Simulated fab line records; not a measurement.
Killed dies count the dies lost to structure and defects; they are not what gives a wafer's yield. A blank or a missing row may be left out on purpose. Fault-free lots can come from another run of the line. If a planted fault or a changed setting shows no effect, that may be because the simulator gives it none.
Chamber matching -- flow sky130 -- SKY_LI_CONTACT_CMP_24 on cmp-01: 4 sister chambers
The step polishes, stops on PSG, t overpolish 20 s, target thk 0 nm. 14 wafers are shown with their chamber, then 7 later ones without.

== EACH WAFER AND ITS CHAMBER ==
wafer,chamber,time to endpoint s (s),overpolish run s (s),motor current A (A)
L380.1,3,98,20.001,11.9
L380.2,1,95,20.002,11.9
L380.5,1,92,20.008,12.7
L381.2,0,91,19.996,12.8
L381.3,3,91,20.017,12.0
L381.5,0,88,20.023,12.4
L393.3,2,96,19.979,12.4
L393.4,3,93,20.002,12.0
L393.5,0,92,19.999,12.0
L394.3,3,94,19.987,12.0
L394.4,1,89,19.994,12.5
L394.6,3,89,20.002,12.1
L395.1,2,97,19.999,11.9
L395.4,3,96,20.012,11.8

SIGNATURES, as means of the wafers listed above
reading,chamber 0,chamber 1,chamber 2,chamber 3,scatter within a chamber
time to endpoint s,90.33,92.00,96.50,93.50,2.84
overpolish run s,20.00600,20.00133,19.98900,20.00350,0.0113
motor current A,12.400,12.367,12.150,11.967,0.291
Rule: a wafer lies at a distance from a chamber equal to the root of the sum of squares, over the readings, of (its reading less the chamber's mean, divided by the reading's scatter). The wafer belongs to the nearest chamber; if the next one is less than 2 further off, it can't be placed. The scatter is the square root of a quotient: the sum, over the shown wafers, of each reading's squared deviation from its chamber's mean, divided by wafers minus chambers.

== WAFERS WITHOUT THEIR CHAMBER ==
wafer,time to endpoint s (s),overpolish run s (s),motor current A (A)
L395.5,97,20.000,11.8
L396.3,96,20.006,12.6
L396.4,93,20.004,12.1
L396.5,92,20.015,12.4
L398.1,87,19.997,12.0
L398.3,91,20.005,11.5
L398.5,95,19.989,12.6

== THE CHAMBER EACH PASSED THROUGH ==
wafer,from the rows above,in truth
L395.5,can't be placed: 3 or 2 or 1 or 0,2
L396.3,can't be placed: 1 or 0 or 2 or 3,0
L396.4,can't be placed: 3 or 1 or 0 or 2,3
L396.5,can't be placed: 0 or 1 or 3 or 2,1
L398.1,can't be placed: 0 or 1 or 3 or 2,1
L398.3,can't be placed: 3 or 1 or 0 or 2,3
L398.5,can't be placed: 2 or 1 or 0 or 3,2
Correctly placed: 0 of 7. Not placeable from these rows: 7 (in 7, the candidates include the true chamber). Placed wrongly: 0.
